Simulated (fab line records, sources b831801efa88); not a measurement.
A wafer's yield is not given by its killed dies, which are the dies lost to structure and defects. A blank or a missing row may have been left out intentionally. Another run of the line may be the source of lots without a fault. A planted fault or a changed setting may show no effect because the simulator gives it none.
Which tool did it?	flow gf180mcu	Sampling: 12 lots, 36 wafers, 6 of 602 route steps

## WHAT THE GAUGES SHOWED, per wafer
GF_MVPSD_TW_MEAS_11.
lot	measured	on	MVPSD_TW
L188	day 5 00:01	film metro-04	547 549 549
L189	day 5 05:49	film metro-03	547 550 550
L190	day 5 11:39	film metro-01	556 555 555
L191	day 5 22:55	film metro-04	548 544 542
L192	day 6 01:37	film metro-03	551 556 554
L193	day 6 10:55	film metro-01	554 551 551
L194	day 6 14:52	film metro-04	544 540 547
L195	day 6 19:31	film metro-04	544 545 544
L196	day 7 00:25	film metro-01	552 548 548
L200	day 8 07:34	film metro-03	551 552 551
L204	day 9 03:42	film metro-03	1034 1032 1026
L205	day 9 06:31	film metro-01	1046 1044 1041

GF_VT_IMPLANT_RS_MEAS_49: a four-point-probe measurement.
lot	measured	on	MVPSD_RS (ohm/sq)
L188	day 7 14:08	film metro-04	1170 1171 1171
L189	day 7 20:25	film metro-04	1179 1176 1175
L190	day 8 02:05	film metro-01	1167 1167 1167
L191	day 8 13:40	film metro-04	1167 1169 1169
L192	day 8 17:40	film metro-01	1173 1172 1169
L193	day 9 03:25	film metro-01	1168 1170 1171
L194	day 9 08:02	film metro-01	1168 1170 1171
L195	day 9 12:35	film metro-04	1172 1172 1173
L196	day 9 20:07	film metro-04	1171 1173 1173
L200	day 11 06:13	film metro-04	1171 1172 1169
L204	day 12 04:16	film metro-03	1565 1565 1566
L205	day 12 07:14	film metro-03	1561 1565 1563

GF_V2_OVL_MEAS_15.
lot	measured	on	V2_OVL (nm)
L188	day 20 05:14	overlay-01	-11 -3 -12
L189	day 20 10:57	overlay-02	-4 -1 0
L190	day 21 01:41	overlay-01	-9 -13 -13
L191	day 21 16:53	overlay-01	-14 -12 -13
L192	day 22 00:25	overlay-02	-10 -6 -9
L193	day 22 08:05	overlay-02	-2 -5 1
L194	day 22 14:17	overlay-01	1 1 0
L195	day 22 22:57	overlay-01	-1 -5 -12
L196	day 23 09:56	overlay-01	-12 -11 -10
L200	day 25 00:31	overlay-01	4 -2 -5
L204	day 26 03:02	overlay-02	2 -7 -2
L205	day 26 03:24	overlay-01	-4 -10 -4

GF_M3_THK_MEAS_06: measures by xrf.
lot	measured	on	M3_ALCU_THK (nm)
L188	day 20 06:59	film metro-01	433 432 442
L189	day 20 12:41	film metro-03	449 450 448
L190	day 21 03:26	film metro-02	437 437 442
L191	day 21 18:58	film metro-03	425 426 438
L192	day 22 02:19	film metro-02	443 442 444
L193	day 22 09:50	film metro-01	451 444 447
L194	day 22 16:01	film metro-01	438 429 428
L195	day 23 00:41	film metro-01	444 444 432
L196	day 23 11:40	film metro-01	445 444 443
L200	day 25 02:15	film metro-01	439 441 435
L204	day 26 04:46	film metro-02	435 442 440
L205	day 26 05:08	film metro-02	441 440 441

GF_M4_OVL_MEAS_15.
lot	measured	on	M4_OVL (nm)
L188	day 23 07:28	overlay-01	-7 3 0
L189	day 23 14:20	overlay-02	-11 -9 -12
L190	day 24 03:47	overlay-01	-13 -13 -12
L191	day 24 17:56	overlay-01	-5 -8 -8
L192	day 25 01:28	overlay-02	3 -5 0
L193	day 25 07:53	overlay-01	-1 -9 -7
L194	day 25 13:11	overlay-01	-6 -6 -4
L195	day 25 20:50	overlay-01	-8 -12 -8
L196	day 26 07:35	overlay-02	-2 -6 -7
L200	day 27 20:08	overlay-01	5 3 11
L204	day 28 19:59	overlay-01	-6 -9 -10
L205	day 28 20:39	overlay-01	-2 7 0

## WHAT TOOL EACH LOT RAN ON (gives the tool, then ch and the chambers of the sampled wafers, and finally the start)
lot	GF_MVPSD_IMPLANT_08
L188	implanter-02 ch 0, day 4 23:40
L189	implanter-02 ch 0, day 5 05:27
L190	implanter-03 ch 0, day 5 11:15
L191	implanter-03 ch 0, day 5 22:31
L192	implanter-01 ch 0, day 6 01:13
L193	implanter-01 ch 0, day 6 10:31
L194	implanter-03 ch 0, day 6 14:28
L195	implanter-02 ch 0, day 6 19:07
L196	implanter-02 ch 0, day 7 00:01
L200	implanter-02 ch 0, day 8 07:10
L204	implanter-01 ch 0, day 9 03:18
L205	implanter-02 ch 0, day 9 06:07
- GF_MVPSD_IMPLANT_08

## WHAT THE TOOLS THEMSELVES READ (means of the sampled wafers that have a number; where no wafer has one, the mark that the record gives instead)
GF_MVPSD_IMPLANT_08.
lot	tool	beam energy keV
L188	implanter-02	170.00
L189	implanter-02	169.97
L190	implanter-03	170.00
L191	implanter-03	170.02
L192	implanter-01	170.03
L193	implanter-01	169.94
L194	implanter-03	170.01
L195	implanter-02	170.00
L196	implanter-02	169.98
L200	implanter-02	169.96
L204	implanter-01	170.02
L205	implanter-02	170.07

## THE ANSWER, worked out from the rows above alone
Rule: the usual values come from the lots themselves. The widest of any qualifying gaps counts: lots, ordered by their means at a reading, are off when they make up no more than a third of the lots, leave a main group of 4 or more, and stand apart from it by 3 or more times the standard deviation of that group's means. If all means in a main group match to the digits the tables above print for the reading, that group is not used. Also off: a lot with no number at a reading for which 4 or more lots have one. Where the step has rows for the other lots, those lots are counted as sound. The gauges are gone through in route order, then the tools' own readings, and for those a lot's mean is taken as printed above. At the first step where some lot is off, the reading lying furthest off is the one used; lots without a number count as furthest.
Off: L204, L205, at GF_MVPSD_TW_MEAS_11 (MVPSD_TW). Mean 549 and standard deviation 3.8 in the main group.
If a tool, at a process step before that reading, ran all the lots that are off and no sound lot after the first of them, it fits. Gauges at GF_MVPSD_TW_MEAS_11: tried the same way as those tools. Of those tried, none fits.

## WHAT THE SIMULATOR PUT IN
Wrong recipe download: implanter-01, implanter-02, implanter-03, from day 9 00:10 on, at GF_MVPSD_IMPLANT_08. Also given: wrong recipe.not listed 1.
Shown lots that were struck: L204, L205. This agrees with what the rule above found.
